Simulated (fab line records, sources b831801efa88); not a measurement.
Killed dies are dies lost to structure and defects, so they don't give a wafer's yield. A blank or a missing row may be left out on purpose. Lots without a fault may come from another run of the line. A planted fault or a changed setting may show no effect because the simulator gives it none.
Split-lot experiment | flow gf180mcu | 5 lots, 23 wafers read, on a route of 602 steps

THE SPLIT
At GF_LVPWELL_IMPLANT_09, the setting energy_kev was moved away from the recipe's 60 on 6 of the 23 wafers read, by -6.9% to +6.2%. The other wafers ran this setting at the recipe's value.

The reading is taken at the split's own step.

THE READING
implant.drp_nm (the simulator's own value, which no gauge read), in nm, at GF_LVPWELL_IMPLANT_09. The file gives no usual value for it.

wafer  | tool, chamber at the split | energy_kev as run | against the recipe | implant.drp_nm, nm | against lot-mates on the recipe
L074.2 | implanter-04, 0            | 63.75             | +6.2%              | 66.6               | +2.07
L074.5 | implanter-04, 0            | 63.75             | +6.2%              | 66.6               | +2.07
L074.6 | implanter-04, 0            | 63.75             | +6.2%              | 66.6               | +2.07
L074.3 | implanter-04, 0            | 60                | recipe             | 64.53              | -
L074.4 | implanter-04, 0            | 60                | recipe             | 64.53              | -
L076.1 | implanter-03, 0            | 60                | recipe             | 64.53              | -
L076.3 | implanter-03, 0            | 60                | recipe             | 64.53              | -
L076.6 | implanter-03, 0            | 60                | recipe             | 64.53              | -
L077.1 | implanter-01, 0            | 60                | recipe             | 64.53              | -
L077.2 | implanter-01, 0            | 60                | recipe             | 64.53              | -
L077.4 | implanter-01, 0            | 60                | recipe             | 64.53              | -
L077.5 | implanter-01, 0            | 60                | recipe             | 64.53              | -
L077.6 | implanter-01, 0            | 60                | recipe             | 64.53              | -
L079.2 | implanter-03, 0            | 60                | recipe             | 64.53              | -
L079.4 | implanter-03, 0            | 60                | recipe             | 64.53              | -
L079.3 | implanter-03, 0            | 55.87             | -6.9%              | 62.11              | -2.42
L079.5 | implanter-03, 0            | 55.87             | -6.9%              | 62.11              | -2.42
L079.6 | implanter-03, 0            | 55.87             | -6.9%              | 62.11              | -2.42
L083.1 | implanter-03, 0            | 60                | recipe             | 64.53              | -
L083.2 | implanter-03, 0            | 60                | recipe             | 64.53              | -
L083.3 | implanter-03, 0            | 60                | recipe             | 64.53              | -
L083.4 | implanter-03, 0            | 60                | recipe             | 64.53              | -
L083.5 | implanter-03, 0            | 60                | recipe             | 64.53              | -

THE FIT
A straight line over all 23 wafers: implant.drp_nm changes by +0.342 nm for each +1% of energy_kev; r = +1.00; the points scatter about the line by 0.031 nm.
The same after taking each lot's own level away (the mean of its wafers on the recipe; 23 wafers): +0.342 nm for each +1%; r = +1.00; scatter 0.031 nm.
On that fit, the largest move of energy_kev shifts the reading by 2.4 nm.
The lots' own levels span 64.530 to 64.530 nm.
So the lot-to-lot level changes the slope little: the two slopes agree.
Check: with one of the wafers moved furthest among these (-6.9%) left out of the fit, the line predicts -2.36 nm for it against its lot-mates. It came out at -2.42 nm against them.

OTHER SPLITS ON THESE WAFERS
These wafers also went through other splits before the reading. Each is held against what the fit with the lots' levels taken away leaves over:
other split on the same wafers  | wafers away from the commonest value | r with implant.drp_nm (lot level and that fit taken away)
GF_STI_COAT_07 resist_thk_nm    | 8                                    | -0.26
GF_STI_PEB_10 peb_time_s        | 2                                    | -0.16
GF_STI_WET_ETCH_26 temp_c       | 18                                   | -0.58
GF_DNWELL_COAT_02 resist_thk_nm | 10                                   | -0.09
GF_LVPWELL_COAT_02 spin_rpm     | 7                                    | -0.09

THE WHOLE CHAIN: every reading that the file lists as answering this split, in the file's order
step                  | what it does | reading                                                         | change (the file's fit)               | r (the file's)
GF_LVPWELL_IMPLANT_09 |              | implant.rp_nm (the simulator's own value, which no gauge read)  | +2.17 nm for each +1% of the setting  | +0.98
GF_LVPWELL_IMPLANT_09 |              | implant.drp_nm (the simulator's own value, which no gauge read) | +0.342 nm for each +1% of the setting | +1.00

THE FILE'S OWN FIT
implant.drp_nm changes by +0.342 nm for each +1% of energy_kev, r = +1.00.
